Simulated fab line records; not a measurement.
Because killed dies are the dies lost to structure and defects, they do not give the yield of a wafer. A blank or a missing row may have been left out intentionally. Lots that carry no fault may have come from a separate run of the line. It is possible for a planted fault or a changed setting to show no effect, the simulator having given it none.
Which tool did it?    flow sky130    11 lots, 33 wafers sampled, at 5 steps of a route of 708

== WHAT THE GAUGES READ, wafer by wafer ==
SKY_CONTACT_RS_MEAS_25: a four-point-probe measurement.
lot   measured      on             CONTACT_W_RS (ohm/sq)
L254  day 30 22:23  film metro-03  0.334 0.336 0.341
L255  day 32 00:20  film metro-03  0.343 0.338 0.339
L258  day 32 23:39  film metro-02  0.337 0.333 0.339
L257  day 33 03:25  film metro-03  0.339 0.339 0.340
L260  day 34 14:46  film metro-02  0.347 0.345 0.345
L263  day 34 21:26  film metro-03  0.344 0.342 0.343
L265  day 36 20:03  film metro-02  0.343 0.342 0.342
L269  day 37 01:08  film metro-03  0.284 0.280 0.284
L271  day 37 01:51  film metro-02  0.279 0.280 0.278
L272  day 37 05:55  film metro-02  0.333 0.330 0.331
L276  day 38 12:23  film metro-03  0.340 0.337 0.339

SKY_CONTACT_THK_MEAS_26: measures by xrf.
lot   measured      on             CONTACT_W_THK (nm)
L254  day 30 22:30  film metro-03  351 349 346
L255  day 32 00:27  film metro-03  337 341 340
L258  day 32 23:46  film metro-02  341 343 338
L257  day 33 03:32  film metro-03  342 345 342
L260  day 34 14:53  film metro-02  335 337 335
L263  day 34 21:33  film metro-03  338 338 340
L265  day 36 20:10  film metro-02  335 336 335
L269  day 37 01:15  film metro-03  411 415 409
L271  day 37 01:58  film metro-02  416 411 422
L272  day 37 06:01  film metro-02  349 354 351
L276  day 38 12:30  film metro-03  341 343 343

== TOOL THAT RAN EACH LOT (tool first, then ch and the chambers of the sampled wafers, then the start) ==
lot   SKY_LI_CONTACT_CMP_24          SKY_CONTACT_SPUTTER_23        SKY_CONTACT_CVD_24
L254  cmp-02 ch 1,2,3, day 28 11:54  pvd sputter-01, day 30 22:13  cvd w-02 ch 0,1, day 30 22:16
L255  cmp-02 ch 1,2,3, day 29 13:36  pvd sputter-04, day 32 00:10  cvd w-01 ch 0,1, day 32 00:13
L258  cmp-02 ch 0,1,3, day 30 12:25  pvd sputter-04, day 32 23:28  cvd w-02 ch 0,1, day 32 23:31
L257  cmp-01 ch 1,2,3, day 30 17:48  pvd sputter-01, day 33 03:14  cvd w-01 ch 0,1, day 33 03:18
L260  cmp-02 ch 0,1,3, day 32 04:51  pvd sputter-01, day 34 14:36  cvd w-01 ch 0,1, day 34 14:40
L263  cmp-02 ch 0,3, day 32 12:47    pvd sputter-04, day 34 21:16  cvd w-01 ch 0,1, day 34 21:19
L265  cmp-01 ch 2,3, day 34 12:28    pvd sputter-04, day 36 19:53  cvd w-01 ch 0,1, day 36 19:56
L269  cmp-02 ch 1,3, day 34 17:26    pvd sputter-03, day 37 00:57  cvd w-01 ch 0,1, day 37 01:01
L271  cmp-01 ch 0,1, day 34 18:26    pvd sputter-04, day 37 01:39  cvd w-01 ch 0,1, day 37 01:43
L272  cmp-02 ch 2,3, day 34 21:21    pvd sputter-04, day 37 05:42  cvd w-02 ch 0,1, day 37 05:47
L276  cmp-01 ch 0,2, day 36 07:10    pvd sputter-01, day 38 12:13  cvd w-02 ch 0,1, day 38 12:16
- SKY_LI_CONTACT_CMP_24: polishes, stops on PSG, t overpolish 20 s, target thk 0 nm.
- SKY_CONTACT_SPUTTER_23: material TiN, target thk 20 nm, time 80 s.
- SKY_CONTACT_CVD_24: deposits W, target thk 340 nm, time 102.12 s.

== WHAT THE TOOLS THEMSELVES READ (means of the sampled wafers that have a number; where no wafer has one, the mark that the record gives instead) ==
SKY_LI_CONTACT_CMP_24.
lot   tool    motor current A (A)  overpolish run s (s)  slurry filter dp kPa (kPa)  time to endpoint s (s)
L254  cmp-02  12.1                 20.002                13.55                       103
L255  cmp-02  12.1                 20.007                13.54                       98
L258  cmp-02  11.5                 20.010                13.44                       101
L257  cmp-01  11.8                 19.997                13.47                       106
L260  cmp-02  11.7                 20.003                13.44                       109
L263  cmp-02  12.1                 20.003                13.37                       99
L265  cmp-01  12.4                 20.007                13.43                       104
L269  cmp-02  10.7                 19.996                13.53                       105
L271  cmp-01  9.3                  19.991                13.48                       106
L272  cmp-02  12.8                 20.002                13.49                       106
L276  cmp-01  12.7                 20.003                13.61                       104

SKY_CONTACT_SPUTTER_23.
lot   tool            throttle valve pct (%)
L254  pvd sputter-01  29.1
L255  pvd sputter-04  29.2
L258  pvd sputter-04  29.2
L257  pvd sputter-01  28.4
L260  pvd sputter-01  28.4
L263  pvd sputter-04  28.7
L265  pvd sputter-04  29.4
L269  pvd sputter-03  30.0
L271  pvd sputter-04  28.8
L272  pvd sputter-04  29.4
L276  pvd sputter-01  30.0

SKY_CONTACT_CVD_24.
lot   tool      heater power w (W)
L254  cvd w-02  924
L255  cvd w-01  855
L258  cvd w-02  944
L257  cvd w-01  859
L260  cvd w-01  917
L263  cvd w-01  860
L265  cvd w-01  865
L269  cvd w-01  921
L271  cvd w-01  910
L272  cvd w-02  949
L276  cvd w-02  952

== THE ANSWER, worked out from the rows above alone ==
Rule: what is usual is taken from the lots themselves. Put in order of their means at a reading, lots are off if they are a third of the lots or fewer, leave a main group of 4 or more, and stand apart from it by a gap of 3 or more times the standard deviation of the main group's means; of several such gaps the widest counts. Not used: any main group whose means are identical at the precision the tables above print for the reading. A lot without any number at a reading at which 4 lots or more have one is off too. Where the step has rows for the other lots, those lots are counted as sound. The gauges are gone through in route order, then the tools' own readings, and for those a lot's mean is taken as printed above. The first step at which some lot is off is used, and at that step the reading that is off furthest; a lot without a number counts as furthest.
Off: at SKY_CONTACT_RS_MEAS_25 (CONTACT_W_RS), L269, L271. Main group: mean 0.339 ohm/sq, sd 0.004.
A tool fits if, at a process step before that reading, it ran every lot that is off, and no sound lot after the first of them. Those tools and the gauges at SKY_CONTACT_RS_MEAS_25 are tried in the same way. One candidate fits, namely cvd w-01 at SKY_CONTACT_CVD_24. Its last sound lot is L265 (day 36 19:56), its first lot that is off L269 (day 37 01:01): a fault that began between those two fits.

== WHAT THE SIMULATOR HAD PUT IN ==
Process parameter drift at SKY_CONTACT_CVD_24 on cvd w-01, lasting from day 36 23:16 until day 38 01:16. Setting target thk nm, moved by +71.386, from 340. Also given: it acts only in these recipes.
Struck lots among those shown: L269, L271. The same result came from the rule above.
